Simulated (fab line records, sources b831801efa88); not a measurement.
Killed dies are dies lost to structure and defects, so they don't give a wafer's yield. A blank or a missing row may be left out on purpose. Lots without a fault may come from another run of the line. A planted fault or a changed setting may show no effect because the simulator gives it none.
Chamber matching | flow sky130 | SKY_METAL3_ETCH_17 on rie_diel-03: 4 sister chambers
The step etches SiO2 in C4F8/O2/Ar, stops on TiN, time 3.9 s, target depth 15 nm. 8 wafers are shown with their chamber, then 9 later ones without.

WAFERS WITH THEIR CHAMBER
wafer  | chamber | oes_product_au (a.u.) | chamber_pressure_mTorr (mTorr)
L085.1 | 0       | 0.752                 | 39.96
L086.2 | 0       | 0.751                 | 40.03
L089.2 | 3       | 0.754                 | 40.01
L089.5 | 2       | 0.760                 | 39.97
L089.6 | 1       | 0.759                 | 40.00
L090.1 | 1       | 0.756                 | 39.95
L090.2 | 3       | 0.759                 | 40.02
L090.3 | 2       | 0.742                 | 39.99

WAFERS WITHOUT THEIR CHAMBER
wafer  | oes_product_au (a.u.) | chamber_pressure_mTorr (mTorr)
L091.1 | 0.752                 | 40.01
L091.5 | 0.757                 | 40.05
L091.6 | 0.761                 | 40.03
L094.1 | 0.766                 | 39.97
L094.2 | 0.757                 | 39.97
L094.3 | 0.756                 | 40.02
L096.3 | 0.751                 | 40.05
L096.4 | 0.758                 | 39.99
L096.5 | 0.752                 | 40.00

WHICH CHAMBER EACH WENT THROUGH
wafer  | from the rows above               | in truth
L091.1 | can't be placed: 0 or 3 or 2 or 1 | 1
L091.5 | can't be placed: 3 or 0 or 1 or 2 | 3
L091.6 | can't be placed: 3 or 0 or 1 or 2 | 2
L094.1 | can't be placed: 1 or 3 or 2 or 0 | 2
L094.2 | can't be placed: 1 or 2 or 0 or 3 | 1
L094.3 | can't be placed: 3 or 0 or 1 or 2 | 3
L096.3 | can't be placed: 3 or 0 or 2 or 1 | 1
L096.4 | can't be placed: 1 or 3 or 0 or 2 | 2
L096.5 | can't be placed: 0 or 2 or 3 or 1 | 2
Placed correctly: 0 of 9. Can't be placed from these rows: 9 (the true chamber is among the candidates in 9). Placed wrongly: 0.
How it was worked out, from the rows above alone: a wafer's distance from a chamber is the root of the sum, over the readings, of the square of ((its reading less the chamber's mean) divided by the reading's scatter). The wafer belongs to the nearest chamber; if the next one is less than 2 further off, it can't be placed. A chamber's mean is the mean of its shown wafers. The scatter: the root of (the sum of the squares of (reading less its chamber's mean) over the shown wafers, divided by (wafers less chambers)).
